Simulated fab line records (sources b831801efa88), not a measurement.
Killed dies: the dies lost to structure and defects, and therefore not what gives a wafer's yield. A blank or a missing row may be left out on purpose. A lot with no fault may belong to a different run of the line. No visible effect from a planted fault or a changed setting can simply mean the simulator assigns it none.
Matching of chambers    flow gf180mcu    4 sister chambers for GF_STI_ETCH_14 on rie si-02
The step etches Si in HBr/Cl2/O2, target depth 360 nm, time 102.9 s. 8 wafers are shown with their chamber, then 8 later ones without.

== EACH WAFER AND ITS CHAMBER ==
wafer   chamber  drypump motor current A (A)  run length s (s)
L600.4  0        4.9                          131.4
L600.6  1        6.1                          130.3
L601.5  0        4.8                          131.6
L601.6  3        5.3                          130.5
L602.1  3        5.3                          130.4
L602.3  1        6.1                          130.2
L602.4  2        5.3                          131.4
L606.1  2        5.3                          131.3

== WAFERS MISSING THEIR CHAMBER ==
wafer   drypump motor current A (A)  run length s (s)
L606.3  5.3                          130.3
L606.4  4.9                          131.7
L607.1  5.3                          130.5
L607.4  4.8                          131.5
L607.6  5.3                          130.9
L608.3  6.1                          130.2
L608.4  5.3                          130.8
L608.5  5.3                          131.1

== WHICH CHAMBER EACH WENT THROUGH ==
wafer   from the rows above      in truth
L606.3  3                        3
L606.4  0                        0
L607.1  3                        3
L607.4  0                        0
L607.6  can't be placed: 2 or 3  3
L608.3  1                        1
L608.4  3                        3
L608.5  2                        2
Correctly placed: 7 of 8. Not placeable from these rows: 1 (in 1, the candidates include the true chamber). 0 placed wrongly.
How it was worked out, from the rows above alone: a wafer's distance from a chamber is the root of the sum, over the readings, of the square of ((its reading less the chamber's mean) divided by the reading's scatter). The wafer belongs to the nearest chamber; if the next one is less than 2 further off, it can't be placed. For every chamber, the mean is computed from those of its wafers that are shown. The scatter is the square root of a quotient: the sum, over the shown wafers, of each reading's squared deviation from its chamber's mean, divided by wafers minus chambers.
